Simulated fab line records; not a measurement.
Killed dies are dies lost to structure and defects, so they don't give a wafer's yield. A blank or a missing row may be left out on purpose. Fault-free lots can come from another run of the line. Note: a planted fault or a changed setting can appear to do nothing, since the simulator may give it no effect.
Matching of chambers :: flow sky130 :: SKY_VIA3_ETCH_15 on rie-diel-04: 4 sister chambers
The step etches SiO2 in C4F8/O2/Ar, stops on TiN, target depth 507 nm, time 78 s. 20 wafers are shown with their chamber, then 10 later ones without.

## WAFERS, EACH WITH ITS CHAMBER
wafer: L074.1
chamber: 3
oes-product-au (a.u.): 0.942

wafer: L074.3
chamber: 2
oes-product-au (a.u.): 0.949

wafer: L074.6
chamber: 3
oes-product-au (a.u.): 0.947

wafer: L075.1
chamber: 0
oes-product-au (a.u.): 0.942

wafer: L075.4
chamber: 2
oes-product-au (a.u.): 0.948

wafer: L075.5
chamber: 2
oes-product-au (a.u.): 0.948

wafer: L078.1
chamber: 0
oes-product-au (a.u.): 0.937

wafer: L078.3
chamber: 1
oes-product-au (a.u.): 0.945

wafer: L078.6
chamber: 0
oes-product-au (a.u.): 0.940

wafer: L079.1
chamber: 2
oes-product-au (a.u.): 0.939

wafer: L079.3
chamber: 3
oes-product-au (a.u.): 0.944

wafer: L079.5
chamber: 1
oes-product-au (a.u.): 0.948

wafer: L082.1
chamber: 2
oes-product-au (a.u.): 0.953

wafer: L082.2
chamber: 1
oes-product-au (a.u.): 0.942

wafer: L082.3
chamber: 0
oes-product-au (a.u.): 0.943

wafer: L082.4
chamber: 3
oes-product-au (a.u.): 0.946

wafer: L082.5
chamber: 0
oes-product-au (a.u.): 0.946

wafer: L082.6
chamber: 3
oes-product-au (a.u.): 0.947

wafer: L087.1
chamber: 0
oes-product-au (a.u.): 0.949

wafer: L087.3
chamber: 3
oes-product-au (a.u.): 0.959

SIGNATURES, as means of the wafers listed above
reading: oes-product-au
chamber 0: 0.94283
chamber 1: 0.94500
chamber 2: 0.94740
chamber 3: 0.94750
scatter within a chamber: 0.00495
Rule: for each reading, subtract the chamber's mean from the wafer's reading, divide by that reading's scatter and square the result; add these up over the readings and take the root, which gives the wafer's distance from the chamber. The wafer belongs to the nearest chamber; if the next one is less than 2 further off, it can't be placed. The scatter is the square root of a quotient: the sum, over the shown wafers, of each reading's squared deviation from its chamber's mean, divided by wafers minus chambers.

## WAFERS WHOSE CHAMBER IS MISSING
wafer: L087.4
oes-product-au (a.u.): 0.944

wafer: L094.1
oes-product-au (a.u.): 0.946

wafer: L094.4
oes-product-au (a.u.): 0.954

wafer: L094.5
oes-product-au (a.u.): 0.954

wafer: L095.2
oes-product-au (a.u.): 0.942

wafer: L095.3
oes-product-au (a.u.): 0.950

wafer: L095.6
oes-product-au (a.u.): 0.949

wafer: L097.4
oes-product-au (a.u.): 0.946

wafer: L097.5
oes-product-au (a.u.): 0.949

wafer: L097.6
oes-product-au (a.u.): 0.948

## WHICH CHAMBER EACH WENT THROUGH
wafer: L087.4
from the rows above: can't be placed: 1 or 0 or 2 or 3
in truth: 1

wafer: L094.1
from the rows above: can't be placed: 1 or 2 or 3 or 0
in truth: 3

wafer: L094.4
from the rows above: can't be placed: 3 or 2 or 1 or 0
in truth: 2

wafer: L094.5
from the rows above: can't be placed: 3 or 2 or 1 or 0
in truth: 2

wafer: L095.2
from the rows above: can't be placed: 0 or 1 or 2 or 3
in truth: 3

wafer: L095.3
from the rows above: can't be placed: 3 or 2 or 1 or 0
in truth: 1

wafer: L095.6
from the rows above: can't be placed: 3 or 2 or 1 or 0
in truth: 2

wafer: L097.4
from the rows above: can't be placed: 1 or 2 or 3 or 0
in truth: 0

wafer: L097.5
from the rows above: can't be placed: 3 or 2 or 1 or 0
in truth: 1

wafer: L097.6
from the rows above: can't be placed: 3 or 2 or 1 or 0
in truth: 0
Placed correctly: 0 of 10. Cannot be placed on the basis of these rows: 10; the candidates contain the true chamber in 10. 0 placed wrongly.
